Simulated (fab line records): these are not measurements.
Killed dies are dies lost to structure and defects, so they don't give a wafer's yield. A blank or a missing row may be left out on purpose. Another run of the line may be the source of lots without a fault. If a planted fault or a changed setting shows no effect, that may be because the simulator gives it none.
What tool caused it? ; flow sky130 ; 13 lots, 39 wafers sampled, at 4 steps of a route of 708

## WHAT EACH GAUGE READ, for each wafer
SKY_SONOS_TUNNEL_OVL_MEAS_08.
lot;measured;on;SONOS_TUNNEL_OVL (nm)
L648;day 11 23:50;overlay-02;-0.5 -1.6 1.0
L649;day 12 04:26;overlay-01;0.3 2.1 0.9
L650;day 12 17:47;overlay-01;2.5 3.0 1.2
L651;day 13 09:07;overlay-02;-3.8 -1.6 -2.4
L653;day 14 02:38;overlay-02;2.1 1.7 2.2
L652;day 14 03:02;overlay-02;-0.7 0.1 -1.8
L656;day 14 20:32;overlay-01;-0.8 -1.4 -0.4
L661;day 16 12:47;overlay-01;-0.3 -1.0 -1.5
L663;day 17 03:23;overlay-01;0.4 -0.8 0.2
L665;day 17 14:50;overlay-01;-0.1 0.3 -1.3
L667;day 18 05:29;overlay-02;0.9 2.2 2.2
L668;day 18 13:59;overlay-01;0.8 0.4 0.3
L669;day 19 00:40;overlay-02;-2.0 -2.8 -0.4

SKY_SONOS_ONO_THK_MEAS_01.
lot;measured;on;SONOS_ONO_OXIDATION_THK (nm)
L648;day 12 02:41;film_metro-02;2.60 2.57 2.53
L649;day 12 06:58;film_metro-04;2.61 2.60 2.65
L650;day 12 20:31;film_metro-04;2.54 2.58 2.61
L651;day 13 11:58;film_metro-04;2.61 2.53 2.52
L653;day 14 05:20;film_metro-04;2.64 2.61 2.67
L652;day 14 05:22;film_metro-01;2.65 2.63 2.71
L656;day 14 23:06;film_metro-01;2.55 2.53 2.56
L661;day 16 14:40;film_metro-04;2.58 2.57 2.49
L663;day 17 06:54;film_metro-01;2.60 2.51 2.53
L665;day 17 17:53;film_metro-02;2.54 2.56 2.63
L667;day 18 07:22;film_metro-04;2.59 2.64 2.58
L668;day 18 15:58;film_metro-04;2.58 2.58 2.61
L669;day 19 03:39;film_metro-02;2.74 2.65 2.69

SKY_POLY_GATE_CD_MEAS_13: the cd target is 150 nm.
lot;measured;on;cd_nm (nm)
L648;day 17 01:39;cd_sem-01;152.3 150.9 151.3
L649;day 17 05:43;cd_sem-02;148.6 148.4 149.3
L650;day 18 11:52;cd_sem-02;151.3 150.2 149.4
L651;day 18 18:48;cd_sem-02;149.6 150.9 149.1
L653;day 19 08:14;cd_sem-02;148.3 148.0 148.2
L652;day 19 10:35;cd_sem-02;148.4 148.6 149.2
L656;day 20 07:28;cd_sem-02;150.2 150.6 150.5
L661;day 22 20:03;cd_sem-01;145.4 146.3 148.8
L663;day 22 23:03;cd_sem-02;144.7 147.5 148.7
L665;day 23 08:25;cd_sem-02;149.8 148.8 149.2
L667;day 23 20:10;cd_sem-02;149.5 149.0 149.6
L668;day 24 15:15;cd_sem-01;149.5 149.9 149.5
L669;day 24 17:30;cd_sem-01;149.8 148.7 149.7

## WHAT TOOL EACH LOT RAN ON (gives the tool, then ch and the chambers of the sampled wafers, and finally the start)
lot;SKY_POLY_GATE_DEVELOP_12
L648;litho_track-04 ch 0, day 17 01:00
L649;litho_track-04 ch 0, day 17 05:00
L650;litho_track-01 ch 0, day 18 11:00
L651;litho_track-02 ch 0, day 18 18:00
L653;litho_track-04 ch 0, day 19 08:00
L652;litho_track-04 ch 0, day 19 10:00
L656;litho_track-01 ch 0, day 20 07:00
L661;litho_track-01 ch 0, day 22 19:00
L663;litho_track-01 ch 0, day 22 22:00
L665;litho_track-02 ch 0, day 23 08:00
L667;litho_track-02 ch 0, day 23 20:00
L668;litho_track-02 ch 0, day 24 15:00
L669;litho_track-04 ch 0, day 24 17:00
- SKY_POLY_GATE_DEVELOP_12: develop time 60 s.

## WHAT THE TOOLS THEMSELVES READ (means of the sampled wafers that have a number; where no wafer has one, the mark that the record gives instead)
The record holds no such reading with a usual standard deviation.

## THE ANSWER, worked out from the rows above alone
Rule: what is usual is taken from the lots themselves. Put in order of their means at a reading, lots are off if they are a third of the lots or fewer, leave a main group of 4 or more, and stand apart from it by a gap of 3 or more times the standard deviation of the main group's means; of several such gaps the widest counts. Not used: any main group whose means are identical at the precision the tables above print for the reading. A lot without any number at a reading at which 4 lots or more have one is off too. All remaining lots with rows at the step are treated as sound. First the gauges in route order, then the tools' own readings, where a lot's mean is used as printed above. At the first step where some lot is off, the reading lying furthest off is the one used; lots without a number count as furthest.
Across all readings shown, no lot is off: no conclusion can be drawn from this.

## WHAT THE SIMULATOR HAD INSERTED
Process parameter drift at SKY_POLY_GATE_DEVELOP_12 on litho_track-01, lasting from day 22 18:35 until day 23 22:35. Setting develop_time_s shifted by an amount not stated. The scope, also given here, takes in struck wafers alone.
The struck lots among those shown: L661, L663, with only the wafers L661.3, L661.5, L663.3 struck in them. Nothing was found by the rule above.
